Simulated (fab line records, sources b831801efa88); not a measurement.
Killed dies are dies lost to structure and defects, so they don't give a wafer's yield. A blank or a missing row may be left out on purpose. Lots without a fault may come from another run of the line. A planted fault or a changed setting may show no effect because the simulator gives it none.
One fault seen from 2 desks | flow sky130 | each desk has only its own numbers; what lay behind them comes last

THE METROLOGY DESK
What the gauges read, lot by lot, whatever tool the lot ran on: means of the sampled wafers that have a number. A lot is out of limits, marked OUT, if its mean lies more than 4 standard deviations from the usual mean; the brackets give that distance.
Columns: A = LDD_N_OVL at SKY_LDD_N_OVL_MEAS_07, usual 0.4 nm
lot  | first seen here | A
L994 | day 20 05:19    | -0.7
L993 | day 20 05:26    | 0.1
L995 | day 21 03:38    | -1.8
L998 | day 22 09:29    | 0.9
L108 | day 25 14:01    | -0.6
L110 | day 25 23:23    | 1.7
This desk's finding: nothing out of limits on any of the 6 lots.

THE TOOL OWNER'S DESK: implanter-02
The tool's own readings at SKY_LDD_N_IMPLANT_14: means of the sampled wafers that have a number, for each lot that ran on this tool. A lot is out of limits, marked OUT, if its mean lies more than 4 standard deviations from the usual mean; the brackets give that distance.
Columns: A = beam_energy_keV at SKY_LDD_N_IMPLANT_14, usual 50.002; B = rotation_deg at SKY_LDD_N_IMPLANT_14, usual 179.99 degrees
lot  | first seen here | A      | B
L993 | day 20 06:22    | 50.008 | 179.96
L995 | day 21 04:35    | 49.998 | 339.98 (+99 or more) OUT
L998 | day 22 10:26    | 49.990 | 339.98 (+99 or more) OUT
L108 | day 25 14:58    | 50.000 | 180.03
This desk's finding: out of limits on L995, L998; first on L995, day 21 04:35 (rotation_deg at SKY_LDD_N_IMPLANT_14). In limits: L993, L108.

PUT TOGETHER
The tool owner's desk could have raised an alarm at day 21 04:35, on L995, L998.
The metrology desk saw nothing out of limits.
The metrology desk has L995, L998 on record, within its limits.
Of the lots named, all ran SKY_LDD_N_IMPLANT_14 on implanter-02.

WHAT THE SIMULATOR HAD PUT IN
Process parameter drift: implanter-02, from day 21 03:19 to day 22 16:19, at SKY_LDD_N_IMPLANT_14. Setting rotation_deg, moved by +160, from 180. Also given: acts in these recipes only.
Lots struck among those shown: L995, L998.
Hours from the fault's start to each desk's first reading out of limits: the tool owner's desk, 1.
